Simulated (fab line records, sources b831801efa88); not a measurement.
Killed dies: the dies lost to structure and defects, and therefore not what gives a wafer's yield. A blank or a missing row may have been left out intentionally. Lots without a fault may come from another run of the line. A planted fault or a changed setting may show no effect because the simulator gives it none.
Chamber matching -- flow sky130 -- rieSi-02 running SKY_POLY_GATE_ETCH_17: 4 sister chambers
The step etches poly-Si in HBr/Cl2, stops on SiO2, target depth 180 nm, time 67.32 s. 4 wafers are shown with their chamber, then 7 later ones without.

## WAFERS PAIRED WITH THEIR CHAMBERS
wafer,chamber,heBacksideLeakSccm (sccm)
L628.1,2,2.80
L628.4,0,3.02
L640.1,1,2.39
L640.2,3,2.90

## WAFERS MISSING THEIR CHAMBER
wafer,heBacksideLeakSccm (sccm)
L640.6,2.90
L642.1,2.83
L642.3,2.79
L642.4,2.75
L644.1,2.81
L644.4,2.95
L644.6,2.95

## THE CHAMBER EACH PASSED THROUGH
wafer,from the rows above,in truth
L640.6,3,3
L642.1,can't be placed: 2 or 3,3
L642.3,2,2
L642.4,2,2
L644.1,2,2
L644.4,can't be placed: 3 or 0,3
L644.6,can't be placed: 3 or 0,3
4 of 7 placed correctly. Cannot be placed on the basis of these rows: 3; the candidates contain the true chamber in 3. 0 placed wrongly.
How it was worked out, from the rows above alone: a wafer's distance from a chamber is the root of the sum, over the readings, of the square of ((its reading less the chamber's mean) divided by the reading's scatter). The wafer belongs to the nearest chamber; if the next one is less than 2 further off, it can't be placed. Each chamber's mean is taken over the wafers shown for it. The scatter: with one shown wafer a chamber, the root of the mean of the squares of how far each hidden wafer lies from its nearest shown one.
